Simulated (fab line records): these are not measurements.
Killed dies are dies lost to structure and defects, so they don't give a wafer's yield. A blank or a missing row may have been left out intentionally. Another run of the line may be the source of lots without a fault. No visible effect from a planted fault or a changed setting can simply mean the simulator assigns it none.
Which tool did it? || flow gf180mcu || 72 wafers from 24 lots sampled at 5 of the route's 602 steps

## WHAT THE GAUGES READ, wafer by wafer
GF_V5_THK_MEAS_03.
{"lot": "L074", "measured": "day 26 16:01", "on": "film-metro-03", "V5_CVD_02_THK (nm)": "1444 1499 1462"}
{"lot": "L076", "measured": "day 26 21:35", "on": "film-metro-01", "V5_CVD_02_THK (nm)": "1433 1456 1452"}
{"lot": "L075", "measured": "day 26 21:53", "on": "film-metro-04", "V5_CVD_02_THK (nm)": "1433 1474 1477"}
{"lot": "L077", "measured": "day 27 16:23", "on": "film-metro-03", "V5_CVD_02_THK (nm)": "1451 1460 1478"}
{"lot": "L078", "measured": "day 28 01:03", "on": "film-metro-04", "V5_CVD_02_THK (nm)": "1463 1470 1476"}
{"lot": "L079", "measured": "day 28 07:33", "on": "film-metro-04", "V5_CVD_02_THK (nm)": "1455 1467 1479"}
{"lot": "L081", "measured": "day 28 14:58", "on": "film-metro-04", "V5_CVD_02_THK (nm)": "1440 1439 1479"}
{"lot": "L080", "measured": "day 28 19:30", "on": "film-metro-03", "V5_CVD_02_THK (nm)": "1466 1464 1484"}
{"lot": "L082", "measured": "day 29 04:23", "on": "film-metro-03", "V5_CVD_02_THK (nm)": "1438 1461 1468"}
{"lot": "L083", "measured": "day 29 10:32", "on": "film-metro-04", "V5_CVD_02_THK (nm)": "1436 1447 1473"}
{"lot": "L084", "measured": "day 29 15:05", "on": "film-metro-03", "V5_CVD_02_THK (nm)": "1452 1435 1457"}
{"lot": "L085", "measured": "day 30 01:29", "on": "film-metro-03", "V5_CVD_02_THK (nm)": "1479 1490 1479"}
{"lot": "L086", "measured": "day 30 03:56", "on": "film-metro-01", "V5_CVD_02_THK (nm)": "1429 1451 1474"}
{"lot": "L087", "measured": "day 30 11:25", "on": "film-metro-01", "V5_CVD_02_THK (nm)": "1441 1463 1455"}
{"lot": "L088", "measured": "day 30 14:52", "on": "film-metro-04", "V5_CVD_02_THK (nm)": "1442 1444 1444"}
{"lot": "L089", "measured": "day 30 23:19", "on": "film-metro-04", "V5_CVD_02_THK (nm)": "1443 1446 1491"}
{"lot": "L090", "measured": "day 31 04:43", "on": "film-metro-04", "V5_CVD_02_THK (nm)": "1454 1467 1473"}
{"lot": "L091", "measured": "day 31 14:55", "on": "film-metro-03", "V5_CVD_02_THK (nm)": "1450 1458 1465"}
{"lot": "L092", "measured": "day 31 18:40", "on": "film-metro-01", "V5_CVD_02_THK (nm)": "1446 1476 1464"}
{"lot": "L093", "measured": "day 31 19:55", "on": "film-metro-04", "V5_CVD_02_THK (nm)": "1430 1463 1464"}
{"lot": "L094", "measured": "day 32 05:46", "on": "film-metro-01", "V5_CVD_02_THK (nm)": "1428 1436 1442"}
{"lot": "L095", "measured": "day 32 06:59", "on": "film-metro-03", "V5_CVD_02_THK (nm)": "1433 1418 1440"}
{"lot": "L096", "measured": "day 32 16:23", "on": "film-metro-03", "V5_CVD_02_THK (nm)": "1433 1461 1449"}
{"lot": "L097", "measured": "day 32 20:17", "on": "film-metro-01", "V5_CVD_02_THK (nm)": "1422 1448 1453"}

## WHICH TOOL RAN EACH LOT (tool, then ch and the chambers of the sampled wafers, then the start)
{"lot": "L074", "GF_V4_CMP_04": "cmp-02 ch 1,2,3, day 23 19:40", "GF_V4_SPUTTER_22": "pvd-sputter-04, day 24 19:37", "GF_V4_CVD_23": "cvd-w-01 ch 0, day 24 19:39", "GF_V5_CVD_02": "pecvd-01 ch 0,2, day 26 15:55"}
{"lot": "L076", "GF_V4_CMP_04": "cmp-02 ch 1,2, day 24 01:34", "GF_V4_SPUTTER_22": "pvd-sputter-04, day 25 00:41", "GF_V4_CVD_23": "cvd-w-01 ch 0,1, day 25 00:45", "GF_V5_CVD_02": "pecvd-03 ch 0,1,2, day 26 21:27"}
{"lot": "L075", "GF_V4_CMP_04": "cmp-02 ch 0,1,3, day 24 02:56", "GF_V4_SPUTTER_22": "pvd-sputter-01, day 25 01:40", "GF_V4_CVD_23": "cvd-w-02 ch 0,1, day 25 01:43", "GF_V5_CVD_02": "pecvd-04 ch 0,1,2, day 26 21:47"}
{"lot": "L077", "GF_V4_CMP_04": "cmp-02 ch 0,1,3, day 24 22:46", "GF_V4_SPUTTER_22": "pvd-sputter-03, day 25 20:49", "GF_V4_CVD_23": "cvd-w-02 ch 0,1, day 25 20:50", "GF_V5_CVD_02": "pecvd-04 ch 0,1,2, day 27 16:16"}
{"lot": "L078", "GF_V4_CMP_04": "cmp-01 ch 0,2,3, day 25 07:33", "GF_V4_SPUTTER_22": "pvd-sputter-04, day 26 05:52", "GF_V4_CVD_23": "cvd-w-02 ch 1, day 26 05:56", "GF_V5_CVD_02": "pecvd-03 ch 1,2, day 28 00:56"}
{"lot": "L079", "GF_V4_CMP_04": "cmp-02 ch 0,1,3, day 25 15:11", "GF_V4_SPUTTER_22": "pvd-sputter-01, day 26 13:02", "GF_V4_CVD_23": "cvd-w-02 ch 0,1, day 26 13:05", "GF_V5_CVD_02": "pecvd-03 ch 0,2, day 28 07:26"}
{"lot": "L081", "GF_V4_CMP_04": "cmp-02 ch 2,3, day 25 22:05", "GF_V4_SPUTTER_22": "pvd-sputter-01, day 26 20:44", "GF_V4_CVD_23": "cvd-w-01 ch 0,1, day 26 20:46", "GF_V5_CVD_02": "pecvd-01 ch 1,2, day 28 14:51"}
{"lot": "L080", "GF_V4_CMP_04": "cmp-01 ch 0,1,2, day 26 03:49", "GF_V4_SPUTTER_22": "pvd-sputter-04, day 27 01:10", "GF_V4_CVD_23": "cvd-w-02 ch 0,1, day 27 01:14", "GF_V5_CVD_02": "pecvd-03 ch 1,2, day 28 19:22"}
{"lot": "L082", "GF_V4_CMP_04": "cmp-02 ch 2,3, day 26 12:36", "GF_V4_SPUTTER_22": "pvd-sputter-04, day 27 10:16", "GF_V4_CVD_23": "cvd-w-01 ch 0,1, day 27 10:19", "GF_V5_CVD_02": "pecvd-01 ch 0,2, day 29 04:13"}
{"lot": "L083", "GF_V4_CMP_04": "cmp-01 ch 1,2,3, day 26 19:59", "GF_V4_SPUTTER_22": "pvd-sputter-01, day 27 17:12", "GF_V4_CVD_23": "cvd-w-01 ch 0,1, day 27 17:14", "GF_V5_CVD_02": "pecvd-01 ch 0,2, day 29 10:22"}
{"lot": "L084", "GF_V4_CMP_04": "cmp-01 ch 0,1,2, day 27 03:02", "GF_V4_SPUTTER_22": "pvd-sputter-04, day 28 00:04", "GF_V4_CVD_23": "cvd-w-01 ch 0,1, day 28 00:07", "GF_V5_CVD_02": "pecvd-03 ch 0,1, day 29 14:59"}
{"lot": "L085", "GF_V4_CMP_04": "cmp-01 ch 1,2, day 27 12:31", "GF_V4_SPUTTER_22": "pvd-sputter-04, day 28 09:41", "GF_V4_CVD_23": "cvd-w-01 ch 0,1, day 28 09:43", "GF_V5_CVD_02": "pecvd-01 ch 1,2, day 30 01:22"}
{"lot": "L086", "GF_V4_CMP_04": "cmp-01 ch 0,1,3, day 27 15:14", "GF_V4_SPUTTER_22": "pvd-sputter-04, day 28 11:53", "GF_V4_CVD_23": "cvd-w-02 ch 0,1, day 28 11:58", "GF_V5_CVD_02": "pecvd-01 ch 1,2, day 30 03:49"}
{"lot": "L087", "GF_V4_CMP_04": "cmp-02 ch 0,1,3, day 27 21:32", "GF_V4_SPUTTER_22": "pvd-sputter-01, day 28 19:10", "GF_V4_CVD_23": "cvd-w-01 ch 0,1, day 28 19:13", "GF_V5_CVD_02": "pecvd-01 ch 0,1,2, day 30 11:18"}
{"lot": "L088", "GF_V4_CMP_04": "cmp-01 ch 2,3, day 28 01:30", "GF_V4_SPUTTER_22": "pvd-sputter-01, day 28 21:49", "GF_V4_CVD_23": "cvd-w-02 ch 0,1, day 28 21:53", "GF_V5_CVD_02": "pecvd-01 ch 0,1, day 30 14:44"}
{"lot": "L089", "GF_V4_CMP_04": "cmp-01 ch 0,1,3, day 28 10:41", "GF_V4_SPUTTER_22": "pvd-sputter-01, day 29 07:10", "GF_V4_CVD_23": "cvd-w-01 ch 0,1, day 29 07:13", "GF_V5_CVD_02": "pecvd-01 ch 0,1, day 30 23:13"}
{"lot": "L090", "GF_V4_CMP_04": "cmp-01 ch 0,3, day 28 17:52", "GF_V4_SPUTTER_22": "pvd-sputter-01, day 29 13:55", "GF_V4_CVD_23": "cvd-w-02 ch 1, day 29 13:58", "GF_V5_CVD_02": "pecvd-03 ch 0,1,2, day 31 04:37"}
{"lot": "L091", "GF_V4_CMP_04": "cmp-01 ch 0,1, day 29 04:38", "GF_V4_SPUTTER_22": "pvd-sputter-01, day 30 00:46", "GF_V4_CVD_23": "cvd-w-02 ch 0,1, day 30 00:50", "GF_V5_CVD_02": "pecvd-04 ch 1,2, day 31 14:47"}
{"lot": "L092", "GF_V4_CMP_04": "cmp-01 ch 0,1,3, day 29 07:54", "GF_V4_SPUTTER_22": "pvd-sputter-03, day 30 04:01", "GF_V4_CVD_23": "cvd-w-01 ch 0,1, day 30 04:05", "GF_V5_CVD_02": "pecvd-04 ch 0,1,2, day 31 18:32"}
{"lot": "L093", "GF_V4_CMP_04": "cmp-02 ch 0,1, day 29 09:44", "GF_V4_SPUTTER_22": "pvd-sputter-04, day 30 05:55", "GF_V4_CVD_23": "cvd-w-02 ch 0,1, day 30 05:58", "GF_V5_CVD_02": "pecvd-04 ch 1,2, day 31 19:47"}
{"lot": "L094", "GF_V4_CMP_04": "cmp-02 ch 1,3, day 29 20:23", "GF_V4_SPUTTER_22": "pvd-sputter-03, day 30 15:44", "GF_V4_CVD_23": "cvd-w-01 ch 1, day 30 15:46", "GF_V5_CVD_02": "pecvd-03 ch 0,2, day 32 05:39"}
{"lot": "L095", "GF_V4_CMP_04": "cmp-02 ch 0,2,3, day 29 23:04", "GF_V4_SPUTTER_22": "pvd-sputter-04, day 30 17:52", "GF_V4_CVD_23": "cvd-w-01 ch 1, day 30 17:55", "GF_V5_CVD_02": "pecvd-01 ch 0,1,2, day 32 06:52"}
{"lot": "L096", "GF_V4_CMP_04": "cmp-01 ch 0,1, day 30 08:02", "GF_V4_SPUTTER_22": "pvd-sputter-03, day 31 03:49", "GF_V4_CVD_23": "cvd-w-01 ch 0,1, day 31 03:54", "GF_V5_CVD_02": "pecvd-01 ch 0,1,2, day 32 16:16"}
{"lot": "L097", "GF_V4_CMP_04": "cmp-01 ch 0,1,2, day 30 13:18", "GF_V4_SPUTTER_22": "pvd-sputter-03, day 31 09:00", "GF_V4_CVD_23": "cvd-w-02 ch 0,1, day 31 09:02", "GF_V5_CVD_02": "pecvd-01 ch 1,2, day 32 20:11"}
- GF_V4_CMP_04: polishes SiO2.
- GF_V4_SPUTTER_22: material TiN, target thk 10 nm, time 40 s.
- GF_V4_CVD_23: deposits W, target thk 350 nm, time 104.9 s.
- GF_V5_CVD_02: deposits SiO2 from TEOS, target thk 1450 nm, time 163.28 s.

## AS READ BY THE TOOLS THEMSELVES (means over the sampled wafers that have a number; for cases with no such wafer, the mark the record gives instead)
GF_V4_CMP_04.
{"lot": "L074", "tool": "cmp-02", "edge-zone-pressure-frac": 0.997, "motor-current-A (A)": 12.6, "slurry-flow-ml-min": 150.3, "time-to-endpoint-s (s)": 82}
{"lot": "L076", "tool": "cmp-02", "edge-zone-pressure-frac": 1.004, "motor-current-A (A)": 13.3, "slurry-flow-ml-min": 150.1, "time-to-endpoint-s (s)": 78}
{"lot": "L075", "tool": "cmp-02", "edge-zone-pressure-frac": 1.003, "motor-current-A (A)": 13.3, "slurry-flow-ml-min": 149.9, "time-to-endpoint-s (s)": 87}
{"lot": "L077", "tool": "cmp-02", "edge-zone-pressure-frac": 0.998, "motor-current-A (A)": 12.8, "slurry-flow-ml-min": 149.6, "time-to-endpoint-s (s)": 83}
{"lot": "L078", "tool": "cmp-01", "edge-zone-pressure-frac": 1.002, "motor-current-A (A)": 12.2, "slurry-flow-ml-min": 149.9, "time-to-endpoint-s (s)": 75}
{"lot": "L079", "tool": "cmp-02", "edge-zone-pressure-frac": 1.001, "motor-current-A (A)": 12.6, "slurry-flow-ml-min": 150.2, "time-to-endpoint-s (s)": 89}
{"lot": "L081", "tool": "cmp-02", "edge-zone-pressure-frac": 0.993, "motor-current-A (A)": 12.1, "slurry-flow-ml-min": 149.8, "time-to-endpoint-s (s)": 76}
{"lot": "L080", "tool": "cmp-01", "edge-zone-pressure-frac": 1.000, "motor-current-A (A)": 11.9, "slurry-flow-ml-min": 150.2, "time-to-endpoint-s (s)": 79}
{"lot": "L082", "tool": "cmp-02", "edge-zone-pressure-frac": 0.998, "motor-current-A (A)": 12.2, "slurry-flow-ml-min": 149.6, "time-to-endpoint-s (s)": 75}
{"lot": "L083", "tool": "cmp-01", "edge-zone-pressure-frac": 0.998, "motor-current-A (A)": 12.3, "slurry-flow-ml-min": 149.9, "time-to-endpoint-s (s)": 78}
{"lot": "L084", "tool": "cmp-01", "edge-zone-pressure-frac": 0.997, "motor-current-A (A)": 12.3, "slurry-flow-ml-min": 150.2, "time-to-endpoint-s (s)": 83}
{"lot": "L085", "tool": "cmp-01", "edge-zone-pressure-frac": 0.997, "motor-current-A (A)": 12.3, "slurry-flow-ml-min": 149.7, "time-to-endpoint-s (s)": 77}
{"lot": "L086", "tool": "cmp-01", "edge-zone-pressure-frac": 0.997, "motor-current-A (A)": 11.6, "slurry-flow-ml-min": 149.9, "time-to-endpoint-s (s)": 83}
{"lot": "L087", "tool": "cmp-02", "edge-zone-pressure-frac": 1.004, "motor-current-A (A)": 13.1, "slurry-flow-ml-min": 149.9, "time-to-endpoint-s (s)": 75}
{"lot": "L088", "tool": "cmp-01", "edge-zone-pressure-frac": 1.003, "motor-current-A (A)": 12.4, "slurry-flow-ml-min": 149.8, "time-to-endpoint-s (s)": 77}
{"lot": "L089", "tool": "cmp-01", "edge-zone-pressure-frac": 0.997, "motor-current-A (A)": 11.6, "slurry-flow-ml-min": 150.0, "time-to-endpoint-s (s)": 72}
{"lot": "L090", "tool": "cmp-01", "edge-zone-pressure-frac": 1.000, "motor-current-A (A)": 11.3, "slurry-flow-ml-min": 150.2, "time-to-endpoint-s (s)": 71}
{"lot": "L091", "tool": "cmp-01", "edge-zone-pressure-frac": 1.005, "motor-current-A (A)": 11.4, "slurry-flow-ml-min": 150.3, "time-to-endpoint-s (s)": 79}
{"lot": "L092", "tool": "cmp-01", "edge-zone-pressure-frac": 0.998, "motor-current-A (A)": 11.7, "slurry-flow-ml-min": 150.0, "time-to-endpoint-s (s)": 76}
{"lot": "L093", "tool": "cmp-02", "edge-zone-pressure-frac": 1.007, "motor-current-A (A)": 13.3, "slurry-flow-ml-min": 149.5, "time-to-endpoint-s (s)": 75}
{"lot": "L094", "tool": "cmp-02", "edge-zone-pressure-frac": 1.000, "motor-current-A (A)": 13.1, "slurry-flow-ml-min": 149.9, "time-to-endpoint-s (s)": 75}
{"lot": "L095", "tool": "cmp-02", "edge-zone-pressure-frac": 1.003, "motor-current-A (A)": 12.2, "slurry-flow-ml-min": 149.7, "time-to-endpoint-s (s)": 79}
{"lot": "L096", "tool": "cmp-01", "edge-zone-pressure-frac": 1.000, "motor-current-A (A)": 11.0, "slurry-flow-ml-min": 149.5, "time-to-endpoint-s (s)": 75}
{"lot": "L097", "tool": "cmp-01", "edge-zone-pressure-frac": 1.000, "motor-current-A (A)": 12.2, "slurry-flow-ml-min": 149.9, "time-to-endpoint-s (s)": 74}

GF_V4_SPUTTER_22.
{"lot": "L074", "tool": "pvd-sputter-04", "throttle-valve-pct (%)": 29.0}
{"lot": "L076", "tool": "pvd-sputter-04", "throttle-valve-pct (%)": 30.4}
{"lot": "L075", "tool": "pvd-sputter-01", "throttle-valve-pct (%)": 30.0}
{"lot": "L077", "tool": "pvd-sputter-03", "throttle-valve-pct (%)": 30.8}
{"lot": "L078", "tool": "pvd-sputter-04", "throttle-valve-pct (%)": 30.5}
{"lot": "L079", "tool": "pvd-sputter-01", "throttle-valve-pct (%)": 29.7}
{"lot": "L081", "tool": "pvd-sputter-01", "throttle-valve-pct (%)": 29.3}
{"lot": "L080", "tool": "pvd-sputter-04", "throttle-valve-pct (%)": 29.5}
{"lot": "L082", "tool": "pvd-sputter-04", "throttle-valve-pct (%)": 29.4}
{"lot": "L083", "tool": "pvd-sputter-01", "throttle-valve-pct (%)": 29.8}
{"lot": "L084", "tool": "pvd-sputter-04", "throttle-valve-pct (%)": 29.3}
{"lot": "L085", "tool": "pvd-sputter-04", "throttle-valve-pct (%)": 30.8}
{"lot": "L086", "tool": "pvd-sputter-04", "throttle-valve-pct (%)": 30.2}
{"lot": "L087", "tool": "pvd-sputter-01", "throttle-valve-pct (%)": 30.0}
{"lot": "L088", "tool": "pvd-sputter-01", "throttle-valve-pct (%)": 30.0}
{"lot": "L089", "tool": "pvd-sputter-01", "throttle-valve-pct (%)": 29.9}
{"lot": "L090", "tool": "pvd-sputter-01", "throttle-valve-pct (%)": 29.3}
{"lot": "L091", "tool": "pvd-sputter-01", "throttle-valve-pct (%)": 30.0}
{"lot": "L092", "tool": "pvd-sputter-03", "throttle-valve-pct (%)": 29.8}
{"lot": "L093", "tool": "pvd-sputter-04", "throttle-valve-pct (%)": 31.0}
{"lot": "L094", "tool": "pvd-sputter-03", "throttle-valve-pct (%)": 30.6}
{"lot": "L095", "tool": "pvd-sputter-04", "throttle-valve-pct (%)": 30.9}
{"lot": "L096", "tool": "pvd-sputter-03", "throttle-valve-pct (%)": 30.9}
{"lot": "L097", "tool": "pvd-sputter-03", "throttle-valve-pct (%)": 30.0}

GF_V4_CVD_23.
{"lot": "L074", "tool": "cvd-w-01", "heater-power-w (W)": 769}
{"lot": "L076", "tool": "cvd-w-01", "heater-power-w (W)": 946}
{"lot": "L075", "tool": "cvd-w-02", "heater-power-w (W)": 835}
{"lot": "L077", "tool": "cvd-w-02", "heater-power-w (W)": 828}
{"lot": "L078", "tool": "cvd-w-02", "heater-power-w (W)": 805}
{"lot": "L079", "tool": "cvd-w-02", "heater-power-w (W)": 841}
{"lot": "L081", "tool": "cvd-w-01", "heater-power-w (W)": 929}
{"lot": "L080", "tool": "cvd-w-02", "heater-power-w (W)": 849}
{"lot": "L082", "tool": "cvd-w-01", "heater-power-w (W)": 852}
{"lot": "L083", "tool": "cvd-w-01", "heater-power-w (W)": 924}
{"lot": "L084", "tool": "cvd-w-01", "heater-power-w (W)": 944}
{"lot": "L085", "tool": "cvd-w-01", "heater-power-w (W)": 924}
{"lot": "L086", "tool": "cvd-w-02", "heater-power-w (W)": 825}
{"lot": "L087", "tool": "cvd-w-01", "heater-power-w (W)": 938}
{"lot": "L088", "tool": "cvd-w-02", "heater-power-w (W)": 829}
{"lot": "L089", "tool": "cvd-w-01", "heater-power-w (W)": 926}
{"lot": "L090", "tool": "cvd-w-02", "heater-power-w (W)": 825}
{"lot": "L091", "tool": "cvd-w-02", "heater-power-w (W)": 850}
{"lot": "L092", "tool": "cvd-w-01", "heater-power-w (W)": 841}
{"lot": "L093", "tool": "cvd-w-02", "heater-power-w (W)": 846}
{"lot": "L094", "tool": "cvd-w-01", "heater-power-w (W)": 1018}
{"lot": "L095", "tool": "cvd-w-01", "heater-power-w (W)": 1042}
{"lot": "L096", "tool": "cvd-w-01", "heater-power-w (W)": 863}
{"lot": "L097", "tool": "cvd-w-02", "heater-power-w (W)": 854}

GF_V5_CVD_02.
{"lot": "L074", "tool": "pecvd-01", "heater-power-w (W)": 669, "rf-fwd-power-W (W)": 596.1}
{"lot": "L076", "tool": "pecvd-03", "heater-power-w (W)": 602, "rf-fwd-power-W (W)": 598.9}
{"lot": "L075", "tool": "pecvd-04", "heater-power-w (W)": 646, "rf-fwd-power-W (W)": 597.6}
{"lot": "L077", "tool": "pecvd-04", "heater-power-w (W)": 696, "rf-fwd-power-W (W)": 597.5}
{"lot": "L078", "tool": "pecvd-03", "heater-power-w (W)": 623, "rf-fwd-power-W (W)": 595.4}
{"lot": "L079", "tool": "pecvd-03", "heater-power-w (W)": 604, "rf-fwd-power-W (W)": 599.2}
{"lot": "L081", "tool": "pecvd-01", "heater-power-w (W)": 601, "rf-fwd-power-W (W)": 599.4}
{"lot": "L080", "tool": "pecvd-03", "heater-power-w (W)": 564, "rf-fwd-power-W (W)": 597.1}
{"lot": "L082", "tool": "pecvd-01", "heater-power-w (W)": 532, "rf-fwd-power-W (W)": 599.7}
{"lot": "L083", "tool": "pecvd-01", "heater-power-w (W)": 589, "rf-fwd-power-W (W)": 598.6}
{"lot": "L084", "tool": "pecvd-03", "heater-power-w (W)": 617, "rf-fwd-power-W (W)": 597.5}
{"lot": "L085", "tool": "pecvd-01", "heater-power-w (W)": 589, "rf-fwd-power-W (W)": 597.4}
{"lot": "L086", "tool": "pecvd-01", "heater-power-w (W)": 575, "rf-fwd-power-W (W)": 596.2}
{"lot": "L087", "tool": "pecvd-01", "heater-power-w (W)": 641, "rf-fwd-power-W (W)": 598.2}
{"lot": "L088", "tool": "pecvd-01", "heater-power-w (W)": 655, "rf-fwd-power-W (W)": 599.4}
{"lot": "L089", "tool": "pecvd-01", "heater-power-w (W)": 653, "rf-fwd-power-W (W)": 598.0}
{"lot": "L090", "tool": "pecvd-03", "heater-power-w (W)": 662, "rf-fwd-power-W (W)": 598.4}
{"lot": "L091", "tool": "pecvd-04", "heater-power-w (W)": 674, "rf-fwd-power-W (W)": 596.3}
{"lot": "L092", "tool": "pecvd-04", "heater-power-w (W)": 657, "rf-fwd-power-W (W)": 597.4}
{"lot": "L093", "tool": "pecvd-04", "heater-power-w (W)": 725, "rf-fwd-power-W (W)": 598.2}
{"lot": "L094", "tool": "pecvd-03", "heater-power-w (W)": 620, "rf-fwd-power-W (W)": 596.7}
{"lot": "L095", "tool": "pecvd-01", "heater-power-w (W)": 593, "rf-fwd-power-W (W)": 596.1}
{"lot": "L096", "tool": "pecvd-01", "heater-power-w (W)": 658, "rf-fwd-power-W (W)": 595.7}
{"lot": "L097", "tool": "pecvd-01", "heater-power-w (W)": 667, "rf-fwd-power-W (W)": 599.2}

## THE ANSWER, worked out from the rows above alone
Rule: usual is defined by the lots themselves. Put in order of their means at a reading, lots are off if they are a third of the lots or fewer, leave a main group of 4 or more, and stand apart from it by a gap of 3 or more times the standard deviation of the main group's means; of several such gaps the widest counts. Not used: any main group whose means are identical at the precision the tables above print for the reading. Also off: a lot with no number at a reading for which 4 or more lots have one. All remaining lots with rows at the step are treated as sound. First the gauges in route order, then the tools' own readings, where a lot's mean is used as printed above. The first step at which some lot is off is used, and at that step the reading that is off furthest; a lot without a number counts as furthest.
Across all readings shown, no lot is off: no conclusion can be drawn from this.

## WHAT WAS PUT IN BY THE SIMULATOR
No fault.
